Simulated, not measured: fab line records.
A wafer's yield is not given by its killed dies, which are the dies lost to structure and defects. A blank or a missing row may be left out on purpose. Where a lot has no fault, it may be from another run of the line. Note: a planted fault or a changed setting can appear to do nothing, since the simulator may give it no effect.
Chamber matching	flow gf180mcu	GF_V1_CMP_26 on cmp-01: 4 sister chambers
The step polishes, stops on SiO2, t overpolish 15 s, target thk 0 nm. 4 wafers are shown with their chamber, then 12 later ones without.

== WAFERS WITH THEIR CHAMBER ==
wafer	chamber	motor current A (A)
L087.4	2	11.9
L087.6	1	9.6
L088.5	3	9.6
L088.6	0	9.6

== WAFERS MISSING THEIR CHAMBER ==
wafer	motor current A (A)
L090.1	9.6
L090.3	9.7
L090.4	11.7
L091.1	10.2
L091.3	9.4
L091.6	10.2
L093.1	10.1
L093.5	9.9
L093.6	9.1
L095.1	10.1
L095.3	9.7
L095.5	9.8

== WHICH CHAMBER EACH ONE RAN IN ==
wafer	from the rows above	in truth
L090.1	can't be placed: 0 or 1 or 3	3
L090.3	can't be placed: 0 or 1 or 3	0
L090.4	2	2
L091.1	can't be placed: 0 or 1 or 3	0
L091.3	can't be placed: 0 or 1 or 3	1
L091.6	can't be placed: 0 or 1 or 3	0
L093.1	can't be placed: 0 or 1 or 3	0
L093.5	can't be placed: 0 or 1 or 3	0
L093.6	can't be placed: 0 or 1 or 3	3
L095.1	can't be placed: 0 or 1 or 3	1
L095.3	can't be placed: 0 or 1 or 3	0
L095.5	can't be placed: 0 or 1 or 3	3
Correct placement for 1 of the 12. Can't be placed from these rows: 11 (the true chamber is among the candidates in 11). Number placed wrongly: 0.
How it was worked out, from the rows above alone: a wafer's distance from a chamber is the root of the sum, over the readings, of the square of ((its reading less the chamber's mean) divided by the reading's scatter). If the next closest chamber is less than 2 further off than the closest, the wafer can't be placed; otherwise it belongs to the closest. For every chamber, the mean is computed from those of its wafers that are shown. The scatter: root of mean squared gap, hidden wafer to nearest shown wafer, with one shown wafer a chamber.
